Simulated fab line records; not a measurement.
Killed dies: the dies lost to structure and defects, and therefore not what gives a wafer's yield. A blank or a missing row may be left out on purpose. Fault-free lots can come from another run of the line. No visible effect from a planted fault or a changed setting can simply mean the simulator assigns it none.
fab line records / flow sky130
[record] lots = 6 wafers = 18 last-day = 49
route steps=708 shown SONOS_ONO@181 GATE_OXIDE@187 PAD_OPEN@708
lots with no fault: from the same line, run without faults
start-h: start of the lot's first displayed wafer, in hours after the record's first day / wait-h: time in hours since the lot's previous step / " identical to the entry in the row above / L1.1+2: a single row standing in for several wafers / - either no value or no given start / * or withheld: withheld / < > ~ a bound
route shown NAME@n: NAME is a module with steps in the file, n the number in the route of the first one / usual: the fault-free wafers' mean and standard deviation / same: alike in all rows / chamber/n: place in a boat / sites: the reading at each site / _std_site: standard deviation of those values / _edge_site: outer sites' mean less inner sites' / radius-mm: how far each site lies from the wafer's centre / mask NAME#n: copy n / behind: the most recent tool/chamber to have shaped the wafer / hold: reason for holding the lot/hours on hold/outcome of the hold / device: names the non-switching transistor (n, p or np) / end of line: at the end of the route, the tests of the same wafers / for a step that has no rows: nothing shown but its recipe / killed: the dies lost at the first sort to structure and to defects; this is not the yield of the wafer / map: shows each die of a wafer: x if killed, . if not, _ if none is there
set.NAME: the setting that was run; set.NAME@STEP: the one run at that earlier step / model.NAME: the simulator's own value behind a step, which no gauge read
a table for each step, a row for each wafer; lots at some steps of the route
services: the hour from which a tool's chamber was out of use, counted from the record's first day as start-h (under 0 if before that day), plus the number of hours and why
[[steps]]
[step SKY_SONOS_ONO_CD_MEAS_13]
[recipe] target-cd-nm = 410
[usual] cd-nm = 408.9/2.1
lot.wafer=L884.2 tool=cd-sem-01 chamber=- start-h=292.63 wait-h=0.1 cd-nm=406.9
lot.wafer=L884.3 tool=cd-sem-01 chamber=- start-h=292.63 wait-h=0.1 cd-nm=406.4
lot.wafer=L884.5 tool=cd-sem-01 chamber=- start-h=292.63 wait-h=0.1 cd-nm=405.8
lot.wafer=L894.1 tool=cd-sem-02 chamber=- start-h=366.11 wait-h=0.1 cd-nm=411.5
lot.wafer=L894.2 tool=cd-sem-02 chamber=- start-h=366.11 wait-h=0.1 cd-nm=410.6
lot.wafer=L894.5 tool=cd-sem-02 chamber=- start-h=366.11 wait-h=0.1 cd-nm=407.4
lot.wafer=L897.2 tool=cd-sem-01 chamber=- start-h=398.48 wait-h=0.1 cd-nm=410.7
lot.wafer=L897.3 tool=cd-sem-01 chamber=- start-h=398.48 wait-h=0.1 cd-nm=409.9
lot.wafer=L897.4 tool=cd-sem-01 chamber=- start-h=398.48 wait-h=0.1 cd-nm=409.3
lot.wafer=L898.3 tool=cd-sem-01 chamber=- start-h=406.50 wait-h=0.1 cd-nm=409.2
lot.wafer=L898.5 tool=cd-sem-01 chamber=- start-h=406.50 wait-h=0.1 cd-nm=409.9
lot.wafer=L898.6 tool=cd-sem-01 chamber=- start-h=406.50 wait-h=0.1 cd-nm=409.6
lot.wafer=L899.1 tool=cd-sem-02 chamber=- start-h=416.81 wait-h=0.1 cd-nm=409.0
lot.wafer=L899.4 tool=cd-sem-02 chamber=- start-h=416.81 wait-h=0.1 cd-nm=409.4
lot.wafer=L899.6 tool=cd-sem-02 chamber=- start-h=416.81 wait-h=0.1 cd-nm=409.5
lot.wafer=L901.1 tool=cd-sem-02 chamber=- start-h=431.46 wait-h=0.1 cd-nm=408.4
lot.wafer=L901.2 tool=cd-sem-02 chamber=- start-h=431.46 wait-h=0.1 cd-nm=407.6
lot.wafer=L901.3 tool=cd-sem-02 chamber=- start-h=431.46 wait-h=0.1 cd-nm=409.3
[step SKY_SONOS_ONO_OVL_MEAS_14]
[usual] SONOS_ONO_OVL = -0.5/1.1
lot.wafer=L884.2 tool=overlay-02 chamber=- start-h=292.73 wait-h=0.1 SONOS_ONO_OVL[nm]=-2.6
lot.wafer=L884.3 tool=overlay-02 chamber=- start-h=292.73 wait-h=0.1 SONOS_ONO_OVL[nm]=-0.2
lot.wafer=L884.5 tool=overlay-02 chamber=- start-h=292.73 wait-h=0.1 SONOS_ONO_OVL[nm]=-2.2
lot.wafer=L894.1 tool=overlay-01 chamber=- start-h=366.23 wait-h=0.1 SONOS_ONO_OVL[nm]=-0.6
lot.wafer=L894.2 tool=overlay-01 chamber=- start-h=366.23 wait-h=0.1 SONOS_ONO_OVL[nm]=-0.7
lot.wafer=L894.5 tool=overlay-01 chamber=- start-h=366.23 wait-h=0.1 SONOS_ONO_OVL[nm]=-0.9
lot.wafer=L897.2 tool=overlay-01 chamber=- start-h=398.58 wait-h=0.1 SONOS_ONO_OVL[nm]=-0.5
lot.wafer=L897.3 tool=overlay-01 chamber=- start-h=398.58 wait-h=0.1 SONOS_ONO_OVL[nm]=-0.9
lot.wafer=L897.4 tool=overlay-01 chamber=- start-h=398.58 wait-h=0.1 SONOS_ONO_OVL[nm]=-1.3
lot.wafer=L898.3 tool=overlay-01 chamber=- start-h=406.59 wait-h=0.1 SONOS_ONO_OVL[nm]=2.0
lot.wafer=L898.5 tool=overlay-01 chamber=- start-h=406.59 wait-h=0.1 SONOS_ONO_OVL[nm]=1.6
lot.wafer=L898.6 tool=overlay-01 chamber=- start-h=406.59 wait-h=0.1 SONOS_ONO_OVL[nm]=0.5
lot.wafer=L899.1 tool=overlay-02 chamber=- start-h=416.93 wait-h=0.1 SONOS_ONO_OVL[nm]=-1.0
lot.wafer=L899.4 tool=overlay-02 chamber=- start-h=416.93 wait-h=0.1 SONOS_ONO_OVL[nm]=-0.2
lot.wafer=L899.6 tool=overlay-02 chamber=- start-h=416.93 wait-h=0.1 SONOS_ONO_OVL[nm]=-0.7
lot.wafer=L901.1 tool=overlay-01 chamber=- start-h=431.58 wait-h=0.1 SONOS_ONO_OVL[nm]=-0.6
lot.wafer=L901.2 tool=overlay-01 chamber=- start-h=431.58 wait-h=0.1 SONOS_ONO_OVL[nm]=-1.8
lot.wafer=L901.3 tool=overlay-01 chamber=- start-h=431.58 wait-h=0.1 SONOS_ONO_OVL[nm]=-2.9
[step SKY_SONOS_ONO_ETCH_15]
[recipe] target-depth-nm = 19.52 chemistry = CHF3/O2 source-w = 600 bias-w = 200 pressure-mtorr = 40 chf3-flow-sccm = 50 O2_flow_sccm = 5 time-s = 7.8
[usual] O2_flow_sccm = 4.999/0.014 drypump-motor-current-A = 5.7/0.39 oes-product-au = 0.999/0.0074 throttle-valve-pct = 8.824/0.0096
lot.wafer=L884.2 tool=rie-diel-02 chamber=1 start-h=292.76 wait-h=0.0 O2_flow_sccm=5.002 drypump-motor-current-A=5.5 oes-product-au=0.997 rf-hours-counter-h=75 throttle-valve-pct=8.831
lot.wafer=L884.3 tool=rie-diel-02 chamber=3 start-h=292.76 wait-h=0.0 O2_flow_sccm=4.980 drypump-motor-current-A=4.8 oes-product-au=1.002 rf-hours-counter-h=1 throttle-valve-pct=8.834
lot.wafer=L884.5 tool=rie-diel-02 chamber=0 start-h=292.76 wait-h=0.0 O2_flow_sccm=4.993 drypump-motor-current-A=5.7 oes-product-au=0.994 rf-hours-counter-h=- throttle-valve-pct=8.813
lot.wafer=L894.1 tool=rie-diel-04 chamber=2 start-h=366.26 wait-h=0.0 O2_flow_sccm=5.018 drypump-motor-current-A=6.1 oes-product-au=0.993 rf-hours-counter-h=57 throttle-valve-pct=8.827
lot.wafer=L894.2 tool=rie-diel-04 chamber=0 start-h=366.26 wait-h=0.0 O2_flow_sccm=5.003 drypump-motor-current-A=6.2 oes-product-au=0.995 rf-hours-counter-h=1 throttle-valve-pct=8.817
lot.wafer=L894.5 tool=rie-diel-04 chamber=3 start-h=366.26 wait-h=0.0 O2_flow_sccm=4.987 drypump-motor-current-A=5.5 oes-product-au=0.997 rf-hours-counter-h=- throttle-valve-pct=8.822
lot.wafer=L897.2 tool=rie-diel-04 chamber=0 start-h=398.61 wait-h=0.0 O2_flow_sccm=4.979 drypump-motor-current-A=6.2 oes-product-au=1.010 rf-hours-counter-h=2 throttle-valve-pct=8.823
lot.wafer=L897.3 tool=rie-diel-04 chamber=2 start-h=398.61 wait-h=0.0 O2_flow_sccm=4.997 drypump-motor-current-A=6.1 oes-product-au=0.994 rf-hours-counter-h=58 throttle-valve-pct=8.820
lot.wafer=L897.4 tool=rie-diel-04 chamber=2 start-h=398.61 wait-h=0.0 O2_flow_sccm=4.990 drypump-motor-current-A=6.1 oes-product-au=0.991 rf-hours-counter-h=- throttle-valve-pct=8.838
lot.wafer=L898.3 tool=rie-diel-03 chamber=2 start-h=406.61 wait-h=0.0 O2_flow_sccm=5.007 drypump-motor-current-A=6.1 oes-product-au=0.998 rf-hours-counter-h=52 throttle-valve-pct=8.830
lot.wafer=L898.5 tool=rie-diel-03 chamber=1 start-h=406.61 wait-h=0.0 O2_flow_sccm=4.993 drypump-motor-current-A=5.7 oes-product-au=0.984 rf-hours-counter-h=- throttle-valve-pct=8.829
lot.wafer=L898.6 tool=rie-diel-03 chamber=0 start-h=406.61 wait-h=0.0 O2_flow_sccm=4.999 drypump-motor-current-A=5.7 oes-product-au=0.994 rf-hours-counter-h=- throttle-valve-pct=8.821
lot.wafer=L899.1 tool=rie-diel-04 chamber=1 start-h=416.96 wait-h=0.0 O2_flow_sccm=4.989 drypump-motor-current-A=5.4 oes-product-au=0.990 rf-hours-counter-h=0 throttle-valve-pct=8.821
lot.wafer=L899.4 tool=rie-diel-04 chamber=3 start-h=416.96 wait-h=0.0 O2_flow_sccm=4.992 drypump-motor-current-A=5.6 oes-product-au=0.995 rf-hours-counter-h=4 throttle-valve-pct=8.828
lot.wafer=L899.6 tool=rie-diel-04 chamber=2 start-h=416.96 wait-h=0.0 O2_flow_sccm=5.028 drypump-motor-current-A=6.1 oes-product-au=0.990 rf-hours-counter-h=- throttle-valve-pct=8.818
lot.wafer=L901.1 tool=rie-diel-02 chamber=1 start-h=431.61 wait-h=0.0 O2_flow_sccm=4.954 drypump-motor-current-A=5.5 oes-product-au=1.002 rf-hours-counter-h=78 throttle-valve-pct=8.826
lot.wafer=L901.2 tool=rie-diel-02 chamber=2 start-h=431.61 wait-h=0.0 O2_flow_sccm=5.026 drypump-motor-current-A=6.0 oes-product-au=0.990 rf-hours-counter-h=1 throttle-valve-pct=8.824
lot.wafer=L901.3 tool=rie-diel-02 chamber=0 start-h=431.61 wait-h=0.0 O2_flow_sccm=5.002 drypump-motor-current-A=5.7 oes-product-au=1.005 rf-hours-counter-h=13 throttle-valve-pct=8.834
[step SKY_SONOS_ONO_WET_ETCH_16]
[recipe] chemistry = dHF target-depth-nm = 14 dry = n2-spin target = SiO2 dilution = 100:1 temp-c = 25 time-s = 280
[step SKY_SONOS_ONO_STRIP_17]
[recipe] chemistry = O2/N2 power-w = 1400 pressure-mtorr = 1500 platen-temp-c = withheld o2-flow-sccm = 3000 n2-flow-sccm = 300 overash-fraction = 0.5
[usual] drypump-motor-current-A = 5.9/0.47 oes-product-au = 0.710/0.0043 strip-time-to-endpoint-s = 14.09/0.039
[same] overash-fraction = 0.5
lot.wafer=L884.2 tool=plasma-asher-03 chamber=0 start-h=292.87 wait-h=0.0 drypump-motor-current-A=5.6 oes-product-au=0.714 rf-hours-counter-h=63 strip-time-to-endpoint-s=14.13
lot.wafer=L884.3 tool=plasma-asher-03 chamber=0 start-h=292.87 wait-h=0.0 drypump-motor-current-A=5.6 oes-product-au=0.711 rf-hours-counter-h=- strip-time-to-endpoint-s=14.10
lot.wafer=L884.5 tool=plasma-asher-03 chamber=0 start-h=292.87 wait-h=0.0 drypump-motor-current-A=5.6 oes-product-au=0.711 rf-hours-counter-h=- strip-time-to-endpoint-s=14.08
lot.wafer=L894.1 tool=plasma-asher-03 chamber=1 start-h=366.37 wait-h=0.0 drypump-motor-current-A=5.2 oes-product-au=0.709 rf-hours-counter-h=70 strip-time-to-endpoint-s=14.09
lot.wafer=L894.2 tool=plasma-asher-03 chamber=0 start-h=366.37 wait-h=0.0 drypump-motor-current-A=5.6 oes-product-au=0.705 rf-hours-counter-h=70 strip-time-to-endpoint-s=14.10
lot.wafer=L894.5 tool=plasma-asher-03 chamber=1 start-h=366.37 wait-h=0.0 drypump-motor-current-A=5.3 oes-product-au=0.708 rf-hours-counter-h=- strip-time-to-endpoint-s=14.09
lot.wafer=L897.2 tool=plasma-asher-03 chamber=1 start-h=398.72 wait-h=0.0 drypump-motor-current-A=5.2 oes-product-au=0.702 rf-hours-counter-h=73 strip-time-to-endpoint-s=14.09
lot.wafer=L897.3 tool=plasma-asher-03 chamber=0 start-h=398.72 wait-h=0.0 drypump-motor-current-A=5.6 oes-product-au=0.709 rf-hours-counter-h=- strip-time-to-endpoint-s=14.15
lot.wafer=L897.4 tool=plasma-asher-03 chamber=1 start-h=398.72 wait-h=0.0 drypump-motor-current-A=5.3 oes-product-au=0.710 rf-hours-counter-h=- strip-time-to-endpoint-s=14.13
lot.wafer=L898.3 tool=plasma-asher-03 chamber=0 start-h=406.76 wait-h=0.0 drypump-motor-current-A=5.6 oes-product-au=0.713 rf-hours-counter-h=- strip-time-to-endpoint-s=14.06
lot.wafer=L898.5 tool=plasma-asher-03 chamber=0 start-h=406.76 wait-h=0.0 drypump-motor-current-A=5.6 oes-product-au=0.714 rf-hours-counter-h=- strip-time-to-endpoint-s=14.09
lot.wafer=L898.6 tool=plasma-asher-03 chamber=1 start-h=406.76 wait-h=0.0 drypump-motor-current-A=5.3 oes-product-au=0.702 rf-hours-counter-h=- strip-time-to-endpoint-s=14.08
lot.wafer=L899.1 tool=plasma-asher-04 chamber=0 start-h=417.07 wait-h=0.0 drypump-motor-current-A=5.7 oes-product-au=0.704 rf-hours-counter-h=67 strip-time-to-endpoint-s=14.08
lot.wafer=L899.4 tool=plasma-asher-04 chamber=1 start-h=417.07 wait-h=0.0 drypump-motor-current-A=6.1 oes-product-au=0.706 rf-hours-counter-h=- strip-time-to-endpoint-s=14.06
lot.wafer=L899.6 tool=plasma-asher-04 chamber=0 start-h=417.07 wait-h=0.0 drypump-motor-current-A=5.7 oes-product-au=0.708 rf-hours-counter-h=- strip-time-to-endpoint-s=14.05
lot.wafer=L901.1 tool=plasma-asher-01 chamber=0 start-h=431.73 wait-h=0.0 drypump-motor-current-A=6.8 oes-product-au=0.712 rf-hours-counter-h=32 strip-time-to-endpoint-s=14.09
lot.wafer=L901.2 tool=plasma-asher-01 chamber=1 start-h=431.73 wait-h=0.0 drypump-motor-current-A=5.8 oes-product-au=0.712 rf-hours-counter-h=32 strip-time-to-endpoint-s=14.15
lot.wafer=L901.3 tool=plasma-asher-01 chamber=1 start-h=431.73 wait-h=0.0 drypump-motor-current-A=5.8 oes-product-au=0.717 rf-hours-counter-h=- strip-time-to-endpoint-s=14.14
[step SKY_SONOS_ONO_WET_ETCH_18]
[recipe] chemistry = H3PO4 target-depth-nm = 15 target = Si3N4 temp-c = 160 time-s = 172
[step SKY_GATE_OXIDE_CLEAN_00]
[recipe] chemistry = SC1/SC2 mix = 1:4:20 temp-c = 70 time-s = 150 dry = n2-spin
[step SKY_GATE_OXIDE_OXIDATION_01]
[recipe] temp-c = 900 ambient = O2 stabilise-s = 600 purge-s = 300 target-thk-a = 102.68 ox-time-s = 1473
[step SKY_GATE_OXIDE_THK_MEAS_02]
[recipe] reads = SiO2_of_GATE_OXIDE_OXIDATION_01
[usual] GATE_OXIDE_OXIDATION_00_THK = 10.24/0.18
lot.wafer=L884.2 tool=film-metro-04 chamber=- start-h=294.50 wait-h=0.0 GATE_OXIDE_OXIDATION_00_THK[nm]=10.29
lot.wafer=L884.3 tool=film-metro-04 chamber=- start-h=294.50 wait-h=0.0 GATE_OXIDE_OXIDATION_00_THK[nm]=10.37
lot.wafer=L884.5 tool=film-metro-04 chamber=- start-h=294.50 wait-h=0.0 GATE_OXIDE_OXIDATION_00_THK[nm]=10.17
lot.wafer=L894.1 tool=film-metro-03 chamber=- start-h=368.43 wait-h=0.0 GATE_OXIDE_OXIDATION_00_THK[nm]=10.40
lot.wafer=L894.2 tool=film-metro-03 chamber=- start-h=368.43 wait-h=0.0 GATE_OXIDE_OXIDATION_00_THK[nm]=10.46
lot.wafer=L894.5 tool=film-metro-03 chamber=- start-h=368.43 wait-h=0.0 GATE_OXIDE_OXIDATION_00_THK[nm]=10.35
lot.wafer=L897.2 tool=film-metro-01 chamber=- start-h=401.64 wait-h=0.0 GATE_OXIDE_OXIDATION_00_THK[nm]=10.31
lot.wafer=L897.3 tool=film-metro-01 chamber=- start-h=401.64 wait-h=0.0 GATE_OXIDE_OXIDATION_00_THK[nm]=10.31
lot.wafer=L897.4 tool=film-metro-01 chamber=- start-h=401.64 wait-h=0.0 GATE_OXIDE_OXIDATION_00_THK[nm]=10.37
lot.wafer=L898.3 tool=film-metro-01 chamber=- start-h=408.92 wait-h=0.0 GATE_OXIDE_OXIDATION_00_THK[nm]=10.48
lot.wafer=L898.5 tool=film-metro-01 chamber=- start-h=408.92 wait-h=0.0 GATE_OXIDE_OXIDATION_00_THK[nm]=10.14
lot.wafer=L898.6 tool=film-metro-01 chamber=- start-h=408.92 wait-h=0.0 GATE_OXIDE_OXIDATION_00_THK[nm]=10.23
lot.wafer=L899.1 tool=film-metro-01 chamber=- start-h=418.69 wait-h=0.0 GATE_OXIDE_OXIDATION_00_THK[nm]=10.24
lot.wafer=L899.4 tool=film-metro-01 chamber=- start-h=418.69 wait-h=0.0 GATE_OXIDE_OXIDATION_00_THK[nm]=10.36
lot.wafer=L899.6 tool=film-metro-01 chamber=- start-h=418.69 wait-h=0.0 GATE_OXIDE_OXIDATION_00_THK[nm]=10.36
lot.wafer=L901.1 tool=film-metro-03 chamber=- start-h=434.04 wait-h=0.0 GATE_OXIDE_OXIDATION_00_THK[nm]=10.30
lot.wafer=L901.2 tool=film-metro-03 chamber=- start-h=434.04 wait-h=0.0 GATE_OXIDE_OXIDATION_00_THK[nm]=10.30
lot.wafer=L901.3 tool=film-metro-03 chamber=- start-h=434.04 wait-h=0.0 GATE_OXIDE_OXIDATION_00_THK[nm]=10.21
[step SKY_GATE_OXIDE_DEHYDRATE_03]
[recipe] temp-c = 200 time-s = 60
[step SKY_GATE_OXIDE_HMDS_04]
[recipe] prime-time-s = 60 prime-temp-c = 120
[step SKY_GATE_OXIDE_COAT_05]
[recipe] resist = NOVOLAK spin-rpm = 3000 resist-thk-nm = 1140
[step SKY_GATE_OXIDE_SOFTBAKE_06]
[recipe] temp-c = 90 time-s = 60 resist = NOVOLAK
[usual] exhaust-pa = 44.9/0.82 heater-power-total-W = 56.59/0.05 plate-temp-C = 90.00/0.13
lot.wafer=L884.2 tool=litho-track-03 chamber=0 start-h=307.06 wait-h=0.1 exhaust-pa=44.4 heater-power-total-W=56.61 plate-temp-C=90.03
lot.wafer=L884.3 tool=litho-track-03 chamber=0 start-h=307.06 wait-h=0.1 exhaust-pa=46.3 heater-power-total-W=56.53 plate-temp-C=89.91
lot.wafer=L884.5 tool=litho-track-03 chamber=0 start-h=307.06 wait-h=0.1 exhaust-pa=45.2 heater-power-total-W=56.63 plate-temp-C=90.08
lot.wafer=L894.1 tool=litho-track-04 chamber=0 start-h=382.56 wait-h=0.1 exhaust-pa=45.1 heater-power-total-W=56.57 plate-temp-C=89.98
lot.wafer=L894.2 tool=litho-track-04 chamber=0 start-h=382.56 wait-h=0.1 exhaust-pa=44.6 heater-power-total-W=56.56 plate-temp-C=89.89
lot.wafer=L894.5 tool=litho-track-04 chamber=0 start-h=382.56 wait-h=0.1 exhaust-pa=45.7 heater-power-total-W=56.60 plate-temp-C=89.81
lot.wafer=L897.2 tool=litho-track-01 chamber=0 start-h=416.63 wait-h=0.1 exhaust-pa=46.5 heater-power-total-W=56.64 plate-temp-C=89.96
lot.wafer=L897.3 tool=litho-track-01 chamber=0 start-h=416.63 wait-h=0.1 exhaust-pa=45.8 heater-power-total-W=56.53 plate-temp-C=89.92
lot.wafer=L897.4 tool=litho-track-01 chamber=0 start-h=416.63 wait-h=0.1 exhaust-pa=46.2 heater-power-total-W=56.56 plate-temp-C=89.98
lot.wafer=L898.3 tool=litho-track-04 chamber=0 start-h=424.01 wait-h=0.1 exhaust-pa=45.4 heater-power-total-W=58.18 plate-temp-C=92.16
lot.wafer=L898.5 tool=litho-track-04 chamber=0 start-h=424.01 wait-h=0.1 exhaust-pa=44.3 heater-power-total-W=58.26 plate-temp-C=91.82
lot.wafer=L898.6 tool=litho-track-04 chamber=0 start-h=424.01 wait-h=0.1 exhaust-pa=45.4 heater-power-total-W=58.24 plate-temp-C=91.76
lot.wafer=L899.1 tool=litho-track-04 chamber=0 start-h=433.66 wait-h=0.1 exhaust-pa=45.7 heater-power-total-W=58.11 plate-temp-C=91.94
lot.wafer=L899.4 tool=litho-track-04 chamber=0 start-h=433.66 wait-h=0.1 exhaust-pa=45.9 heater-power-total-W=58.21 plate-temp-C=91.76
lot.wafer=L899.6 tool=litho-track-04 chamber=0 start-h=433.66 wait-h=0.1 exhaust-pa=45.7 heater-power-total-W=58.01 plate-temp-C=91.93
lot.wafer=L901.1 tool=litho-track-01 chamber=0 start-h=449.01 wait-h=0.1 exhaust-pa=46.0 heater-power-total-W=56.57 plate-temp-C=90.06
lot.wafer=L901.2 tool=litho-track-01 chamber=0 start-h=449.01 wait-h=0.1 exhaust-pa=45.3 heater-power-total-W=56.60 plate-temp-C=89.90
lot.wafer=L901.3 tool=litho-track-01 chamber=0 start-h=449.01 wait-h=0.1 exhaust-pa=44.5 heater-power-total-W=56.53 plate-temp-C=89.95
[step SKY_GATE_OXIDE_EXPOSE_07]
[recipe] mask-id = LVOM na = 0.6 source-shape = conventional sigma-outer = 0.6 polarization = unpolarized target-cd-nm = 600 dose-mj = 170
[step SKY_PAD_OPEN_PROBE_99]
[usual] killed_at_M0_to_M3 = 44/7.2 killed_at_M4_up = 2.9/1.8 killed-at-contacts = 24/5.6 killed-at-front-end = 15/4.2 killed-at-other = 0.4/0.71 killed-dies = 86/9.2 killed-open = 47/7.2 killed-short = 39/5.7
[same] gross-dies = 492 killed-at-back-side = 0
lot.wafer=L899.1 tool=prober-02 chamber=- start-h=1172.83 wait-h=0.1 killed_at_M0_to_M3=48 killed_at_M4_up=0 killed-at-contacts=20 killed-at-front-end=11 killed-at-other=1 killed-dies=80 killed-open=41 killed-short=39
lot.wafer=L899.4 tool=prober-02 chamber=- start-h=1172.98 wait-h=0.2 killed_at_M0_to_M3=50 killed_at_M4_up=4 killed-at-contacts=20 killed-at-front-end=8 killed-at-other=0 killed-dies=82 killed-open=44 killed-short=38
lot.wafer=L899.6 tool=prober-02 chamber=- start-h=1173.08 wait-h=0.2 killed_at_M0_to_M3=49 killed_at_M4_up=3 killed-at-contacts=24 killed-at-front-end=19 killed-at-other=0 killed-dies=95 killed-open=47 killed-short=48
lot.wafer=L901.1 tool=prober-02 chamber=- start-h=1179.48 wait-h=0.1 killed_at_M0_to_M3=51 killed_at_M4_up=2 killed-at-contacts=31 killed-at-front-end=12 killed-at-other=0 killed-dies=96 killed-open=56 killed-short=39
lot.wafer=L901.2 tool=prober-02 chamber=- start-h=1179.53 wait-h=0.1 killed_at_M0_to_M3=64 killed_at_M4_up=6 killed-at-contacts=16 killed-at-front-end=13 killed-at-other=0 killed-dies=99 killed-open=56 killed-short=43
lot.wafer=L901.3 tool=prober-02 chamber=- start-h=1179.58 wait-h=0.2 killed_at_M0_to_M3=52 killed_at_M4_up=0 killed-at-contacts=35 killed-at-front-end=11 killed-at-other=0 killed-dies=98 killed-open=51 killed-short=47
// killed by level:class
L899.1 VIA1:geometric-particle:open=10 METAL1:geometric-particle:short=9 VIA1:geometric-particle:short=9 CONTACT:geometric-particle:open=7 LI_CONTACT:geometric-particle:open=6 VIA2:geometric-particle:open=6 LI_CONTACT:geometric-particle:short=4 FIELD_ISO:geometric-particle:short=3
L899.4 VIA1:geometric-particle:open=16 VIA2:geometric-particle:open=8 CONTACT:geometric-particle:open=6 CONTACT:geometric-particle:short=5 FIELD_ISO:geometric-particle:short=4 LI_CONTACT:geometric-particle:open=4 VIA1:geometric-particle:short=4 METAL2:geometric-particle:short=4
L899.6 VIA1:geometric-particle:open=18 FIELD_ISO:geometric-particle:open=8 METAL2:geometric-particle:short=8 CONTACT:geometric-particle:open=8 CONTACT:geometric-particle:short=6 LI_CONTACT:geometric-particle:short=4 METAL1:geometric-particle:short=4 VIA1:geometric-particle:short=4
L901.1 CONTACT:geometric-particle:open=16 VIA1:geometric-particle:open=11 VIA3:geometric-particle:open=8 VIA2:geometric-particle:open=8 METAL1:geometric-particle:short=7 CONTACT:geometric-particle:short=5 LI_CONTACT:geometric-particle:short=5 LI_CONTACT:geometric-particle:open=5
L901.2 VIA1:geometric-particle:open=16 VIA2:geometric-particle:open=10 METAL1:geometric-particle:short=8 VIA3:geometric-particle:open=8 CONTACT:geometric-particle:open=6 METAL2:geometric-particle:short=5 LI_CONTACT:geometric-particle:open=4 VIA1:geometric-particle:short=4
L901.3 CONTACT:geometric-particle:open=11 VIA3:geometric-particle:open=10 CONTACT:geometric-particle:short=9 VIA2:geometric-particle:open=9 LI_CONTACT:geometric-particle:open=7 METAL1:geometric-particle:short=7 VIA1:geometric-particle:open=7 POLY_GATE:geometric-particle:short=6
[[services]]
tool=rie-diel-02 chamber=3 start-h=270.85 hours=9.3 kind=repair
tool=plasma-asher-04 chamber=- start-h=287.35 hours=3.8 kind=repair
tool=plasma-asher-01 chamber=- start-h=309.62 hours=1.1 kind=repair
tool=rie-diel-04 chamber=- start-h=316.38 hours=0.3 kind=repair
tool=rie-diel-03 chamber=3 start-h=316.85 hours=3.8 kind=repair
tool=rie-diel-04 chamber=- start-h=350.99 hours=2.8 kind=pm
tool=rie-diel-04 chamber=0 start-h=353.75 hours=3.3 kind=repair
tool=rie-diel-03 chamber=- start-h=354.77 hours=1.1 kind=repair
tool=rie-diel-04 chamber=2 start-h=375.60 hours=2.4 kind=repair
tool=rie-diel-04 chamber=0 start-h=376.24 hours=7.2 kind=repair
tool=rie-diel-04 chamber=- start-h=379.64 hours=1.2 kind=repair
tool=rie-diel-04 chamber=1 start-h=383.40 hours=- kind=clean
tool=rie-diel-04 chamber=1 start-h=383.40 hours=15.9 kind=scheduled-down
tool=plasma-asher-04 chamber=- start-h=383.45 hours=2.8 kind=pm
tool=rie-diel-02 chamber=- start-h=390.89 hours=1.2 kind=repair
tool=plasma-asher-03 chamber=- start-h=396.44 hours=2.1 kind=repair
tool=rie-diel-04 chamber=0 start-h=400.47 hours=14.9 kind=repair
tool=plasma-asher-01 chamber=- start-h=409.16 hours=1.8 kind=repair
tool=plasma-asher-03 chamber=- start-h=421.25 hours=9.0 kind=pm
tool=plasma-asher-03 chamber=0 start-h=421.25 hours=9.0 kind=vent-cycle
tool=plasma-asher-03 chamber=1 start-h=421.25 hours=9.0 kind=vent-cycle
tool=plasma-asher-03 chamber=0 start-h=430.25 hours=- kind=clean
tool=plasma-asher-03 chamber=1 start-h=430.25 hours=- kind=clean
tool=rie-diel-02 chamber=0 start-h=445.81 hours=2.6 kind=repair
[[key]]
[first-sign] step = SKY_GATE_OXIDE_SOFTBAKE_06 reading = heater-power-total-W direction = up sigmas = 31 usual = * struck = *
[effect] step = SKY_GATE_OXIDE_SOFTBAKE_06 reading = plate-temp-C direction = up sigmas = 14 usual = * struck = *
met-at SKY_GATE_OXIDE_SOFTBAKE_06
struck-wafers L898.3,L898.5,L898.6,L899.1,L899.4,L899.6
tester-left-out L898,L899
onset-between 382.56 424.01
[fault] kind = process-parameter-drift tool = litho-track-04 chamber = - onset-h = 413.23 steps = SKY_GATE_OXIDE_SOFTBAKE_06 channel = temp-c offset = * shape = step end-h = 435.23 acts-in = * stated = *
// tester-left-out: of these lots the tester's yield and bins aren't shown, on N5 and GAA mostly nor the transistor test; their killed dies are dies lost to structure and defects alone, not to doping, threshold or leakage, so they don't give the yield
